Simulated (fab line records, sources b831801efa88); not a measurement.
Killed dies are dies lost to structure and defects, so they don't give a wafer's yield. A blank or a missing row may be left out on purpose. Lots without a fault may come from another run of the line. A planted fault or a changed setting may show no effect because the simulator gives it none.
A struck lot beside a sound one | flow sky130 | 19 steps out of a route of 708
Sound: wafers L718.1, L718.2, L718.4. Struck: wafers L722.1, L722.2, L722.3. The cause comes at the end.
At each step with rows: each side's tool, then ch and its chambers, then its first start. Under that, the readings that differ: sound wafers | struck wafers | difference of the means | sigmas: that difference in standard deviations of wafers without a fault.
alike: readings whose means differ by less than 2 such deviations, and words and numbers that are the same on both sides. not compared: withheld readings, readings that some wafer has no value for, bounds like >300 that may hide the same value, and numbers for which the record gives no deviation and whose values overlap.
The two part at a step that has a row with sigmas, a row that says differs or no value, or rows on one side only. Numbers that don't overlap but have no deviation are shown without sigmas and don't part them. A reading that every wafer of one side lacks parts them only if that side has two wafers or more.

first, 4 steps without rows for these wafers: SKY_VT_ADJUST_LVTN_SOFTBAKE_03; SKY_VT_ADJUST_LVTN_EXPOSE_04 (exposes mask NWM COMPLEMENT LESS NATIVE, target cd 840 nm); SKY_VT_ADJUST_LVTN_PEB_05; SKY_VT_ADJUST_LVTN_DEVELOP_06 (develop time 60 s).
SKY_VT_ADJUST_LVTN_OVL_MEAS_07:
  sound on overlay-02, day 6 21:52; struck on overlay-01, day 8 15:07
  alike: VT_ADJUST_LVTN_OVL
then, 1 step without rows for these wafers: SKY_VT_ADJUST_LVTN_IMPLANT_08.
SKY_VT_ADJUST_LVTN_STRIP_09: strips in O2/N2.
  sound on plasma_asher-01 ch 0,1, day 6 22:03; struck on plasma_asher-02 ch 0,1, day 8 15:18
  alike: drypump_motor_current_A, oes_product_au, strip_time_to_endpoint_s
  not compared: rf_hours_counter_h
SKY_VT_ADJUST_LVTN_TW_MEAS_10:
  sound on film_metro-01, day 6 22:09; struck on film_metro-01, day 8 15:24
  alike: VT_ADJUST_LVTN_TW
then, 4 steps without rows for these wafers: SKY_VT_ADJUST_LVTN_DEHYDRATE_11 (time 60 s); SKY_VT_ADJUST_LVTN_HMDS_12 (prime time 60 s); SKY_VT_ADJUST_LVTN_COAT_13 (resist thk 1140 nm); SKY_VT_ADJUST_LVTN_SOFTBAKE_14 (time 60 s).
SKY_VT_ADJUST_LVTN_EXPOSE_15: exposes mask HVN STD DERIVED, target cd 600 nm.
  sound on iline_stepper-01 ch 0, day 7 07:58; struck on iline_stepper-01 ch 0, day 9 02:29
  reading | sound                                                 | struck                  | difference | sigmas
  mask    | HVN_STD_DERIVED#0 HVN_STD_DERIVED#0 HVN_STD_DERIVED#0 | HVTPM#0 HVTPM#0 HVTPM#0 | differs    |
then, 2 steps without rows for these wafers: SKY_VT_ADJUST_LVTN_PEB_16; SKY_VT_ADJUST_LVTN_DEVELOP_17 (develop time 60 s).
SKY_VT_ADJUST_LVTN_OVL_MEAS_18:
  sound on overlay-02, day 7 17:40; struck on overlay-01, day 9 12:28
  reading                    | sound          | struck | difference                    | sigmas
  VT_ADJUST_LVTN_01_OVL (nm) | -0.7 -0.6 -1.3 | - - -  | no value on the struck wafers |
then, 1 step without rows for these wafers: SKY_VT_ADJUST_LVTN_IMPLANT_19.
SKY_VT_ADJUST_LVTN_STRIP_20: strips in O2/N2.
  sound on plasma_asher-03 ch 0,1, day 7 17:51; struck on plasma_asher-03 ch 0,1, day 9 12:39
  alike: drypump_motor_current_A, oes_product_au, strip_time_to_endpoint_s
  not compared: rf_hours_counter_h
SKY_VT_ADJUST_LVTN_TW_MEAS_21:
  sound on film_metro-04, day 7 17:57; struck on film_metro-01, day 9 13:01
  reading             | sound             | struck         | difference | sigmas
  VT_ADJUST_LVTN_2_TW | 189.1 188.8 188.4 | 29.9 30.1 30.0 | -158.8     | -99 or more
  not compared: hold

WHERE THEY PART
First at SKY_VT_ADJUST_LVTN_EXPOSE_15; last, within this record, at SKY_VT_ADJUST_LVTN_TW_MEAS_21.

WHY: what the simulator had put in
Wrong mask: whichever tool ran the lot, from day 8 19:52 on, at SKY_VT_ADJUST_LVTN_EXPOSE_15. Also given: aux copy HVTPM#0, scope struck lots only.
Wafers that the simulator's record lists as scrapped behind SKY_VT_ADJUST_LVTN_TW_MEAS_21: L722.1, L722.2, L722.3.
